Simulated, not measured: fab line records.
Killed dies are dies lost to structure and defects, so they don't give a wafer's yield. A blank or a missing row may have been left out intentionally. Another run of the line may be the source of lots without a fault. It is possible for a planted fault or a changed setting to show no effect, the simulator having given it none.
Which of the tools did it? / flow gf180mcu / Sampling: 12 lots, 36 wafers, 2 of 602 route steps

WHAT THE GAUGES READ, wafer by wafer
GF_V4_RS_MEAS_24: measures by four-point-probe. Usual: V4_W_RS typically reads 0.327 ohm/sq, with standard deviation 0.0035.
lot=L872; measured=day 24 11:35; on=film-metro-04; V4_W_RS (ohm/sq)=0.326 0.332 0.325; flag=
lot=L873; measured=day 24 21:32; on=film-metro-02; V4_W_RS (ohm/sq)=0.330 0.334 0.328; flag=
lot=L874; measured=day 25 06:44; on=film-metro-04; V4_W_RS (ohm/sq)=0.334 0.325 0.328; flag=
lot=L875; measured=day 25 09:32; on=film-metro-02; V4_W_RS (ohm/sq)=0.327 0.325 0.326; flag=
lot=L876; measured=day 25 22:37; on=film-metro-04; V4_W_RS (ohm/sq)=0.326 0.332 0.326; flag=
lot=L877; measured=day 26 07:04; on=film-metro-02; V4_W_RS (ohm/sq)=0.326 0.331 0.324; flag=
lot=L878; measured=day 26 13:39; on=film-metro-03; V4_W_RS (ohm/sq)=0.328 0.333 0.326; flag=
lot=L880; measured=day 27 09:02; on=film-metro-04; V4_W_RS (ohm/sq)=0.330 0.329 0.326; flag=
lot=L881; measured=day 27 12:53; on=film-metro-03; V4_W_RS (ohm/sq)=0.323 0.327 0.324; flag=
lot=L884; measured=day 28 07:12; on=film-metro-02; V4_W_RS (ohm/sq)=0.325 0.325 0.324; flag=
lot=L894; measured=day 31 04:00; on=film-metro-03; V4_W_RS (ohm/sq)=0.329 0.329 0.327; flag=
lot=L895; measured=day 31 07:28; on=film-metro-04; V4_W_RS (ohm/sq)=0.321 0.319 0.324; flag=

WHICH TOOL RAN EACH LOT (tool, then ch and the chambers of the sampled wafers, then the start)
lot=L872; GF_V4_CVD_23=cvd-w-02 ch 0,1, day 24 11:28
lot=L873; GF_V4_CVD_23=cvd-w-01 ch 0,1, day 24 21:26
lot=L874; GF_V4_CVD_23=cvd-w-02 ch 0,1, day 25 06:37
lot=L875; GF_V4_CVD_23=cvd-w-01 ch 0, day 25 09:25
lot=L876; GF_V4_CVD_23=cvd-w-02 ch 0,1, day 25 22:29
lot=L877; GF_V4_CVD_23=cvd-w-02 ch 0,1, day 26 06:57
lot=L878; GF_V4_CVD_23=cvd-w-02 ch 0,1, day 26 13:31
lot=L880; GF_V4_CVD_23=cvd-w-02 ch 0,1, day 27 08:55
lot=L881; GF_V4_CVD_23=cvd-w-01 ch 0,1, day 27 12:46
lot=L884; GF_V4_CVD_23=cvd-w-01 ch 0,1, day 28 07:04
lot=L894; GF_V4_CVD_23=cvd-w-02 ch 0,1, day 31 03:52
lot=L895; GF_V4_CVD_23=cvd-w-01 ch 0,1, day 31 07:20
- GF_V4_CVD_23: deposits W, target thk 350 nm, time 104.9 s.

AS READ BY THE TOOLS THEMSELVES (means over the sampled wafers that have a number; for cases with no such wafer, the mark the record gives instead)
GF_V4_CVD_23. Usual: 872 W for heater-power-w, sd 130.
lot=L872; tool=cvd-w-02; heater-power-w (W)=781; flag=
lot=L873; tool=cvd-w-01; heater-power-w (W)=953; flag=
lot=L874; tool=cvd-w-02; heater-power-w (W)=789; flag=
lot=L875; tool=cvd-w-01; heater-power-w (W)=837; flag=
lot=L876; tool=cvd-w-02; heater-power-w (W)=771; flag=
lot=L877; tool=cvd-w-02; heater-power-w (W)=765; flag=
lot=L878; tool=cvd-w-02; heater-power-w (W)=773; flag=
lot=L880; tool=cvd-w-02; heater-power-w (W)=803; flag=
lot=L881; tool=cvd-w-01; heater-power-w (W)=936; flag=
lot=L884; tool=cvd-w-01; heater-power-w (W)=939; flag=
lot=L894; tool=cvd-w-02; heater-power-w (W)=791; flag=
lot=L895; tool=cvd-w-01; heater-power-w (W)=904; flag=

THE ANSWER, worked out from the rows above alone
Rule: a lot is off if the mean of its wafers that have a number lies more than 3 standard deviations from the usual mean. A lot without any number at a reading at which 4 lots or more have one is off too. All remaining lots with rows at the step are treated as sound. Order of review: gauges by route order, followed by the tools' own readings, for which a lot's mean as printed above is used. The first step at which some lot is off is used, and at that step the reading that is off furthest; a lot without a number counts as furthest.
Nothing can be told from this: no lot is off at any reading shown.

WHAT THE SIMULATOR PUT IN
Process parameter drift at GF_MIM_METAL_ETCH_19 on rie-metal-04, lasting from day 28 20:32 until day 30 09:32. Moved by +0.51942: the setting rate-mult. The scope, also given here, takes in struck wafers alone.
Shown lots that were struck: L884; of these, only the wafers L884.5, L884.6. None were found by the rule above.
